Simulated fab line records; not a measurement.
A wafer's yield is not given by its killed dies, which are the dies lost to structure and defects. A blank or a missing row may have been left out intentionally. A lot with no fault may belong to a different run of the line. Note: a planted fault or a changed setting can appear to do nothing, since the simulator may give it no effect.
Problem report, 8D (eight disciplines) form, completed by code || flow sky130 || the parts of the form that need people (team, actions taken, sign-off) are left out

## 1. PROBLEM STATEMENT
Mean of developer-temp-C at SKY_VIA2_DEVELOP_11: 23.00 C across 6 wafers in 2 lots; on wafers with no fault it is 20.98 C (standard deviation 0.11). That puts it +18 standard deviations away from the usual mean.
The step: develop time 60 s.
First observed at day 42 14:00: wafer L866.3, on litho-track-04. Wafers with a number at this step in the record: 39, from 13 lots. Rule for "out", or "out of limits": more than 4 standard deviations from the usual mean. All remaining wafers that have a number are taken as sound.

## 2. WHAT IT IS, WHAT IT ISN'T
{"question": "which readings at this step", "is": "developer-temp-C", "is not": "resist-line-temp-C"}
{"question": "which lots", "is": "L866, L867", "is not": "L846, L848, L850, L851, L852, L853, L855, L856, L857, L858, L868"}
{"question": "which wafers of those lots", "is": "all that have a number", "is not": "-"}
{"question": "read on which tools", "is": "litho-track-04", "is not": "litho-track-02, litho-track-03"}
{"question": "when", "is": "from day 42 14:00", "is not": "up to then (30 sound wafers); but 3 sound wafers of L868 came after"}

## 3. WHAT RULES OUT EACH SUSPECT
Counting: any tool at a process step up to the reading is kept as a suspect provided that every lot that is out went through it and no sound lot did after the first of them.
- litho-track-04 at SKY_VIA2_DEVELOP_11 (develop time 60 s): kept. All lots that are out passed through it, beginning with L866 at day 42 14:00, and no sound lot followed; its final sound lot before that point was L858 at day 40 07:00. On those wafers its own readings are out: developer-temp-C.
After counting, what remains is litho-track-04 at SKY_VIA2_DEVELOP_11.

## 4. THE CAUSE (what the simulator had put in)
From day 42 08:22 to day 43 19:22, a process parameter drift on litho-track-04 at SKY_VIA2_DEVELOP_11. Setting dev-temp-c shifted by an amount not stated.
Counting left only this tool.

## 5. SEQUENCE OF EFFECTS, ordered by route
Rows list readings where the struck wafers' mean (over those with a number) sits beyond 3 standard deviations from the usual. Only readings whose record carries a usual standard deviation are examined. hours: median over the lots of the time between each lot's start at the first step of this table that gives one and its start at this step. sigmas: the change, counted in usual standard deviations.
{"hours": 0, "step": "SKY_VIA2_DEVELOP_11", "reading": "developer-temp-C", "usual": "20.98 C", "on struck wafers": 23.00, "change": "+2.02", "sigmas": "+18"}
It contains these process steps:
- SKY_VIA2_DEVELOP_11: develop time 60 s.
At these later measuring or inspecting steps, every struck wafer for which the step has a row has a number for every such reading, and none has moved that far: SKY_VIA2_OVL_MEAS_13.

## 6. WHAT WOULD HAVE CAUGHT IT SOONER
First out-of-limits reading in this record: day 42 14:00, which is 6 hours after fault onset at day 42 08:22.
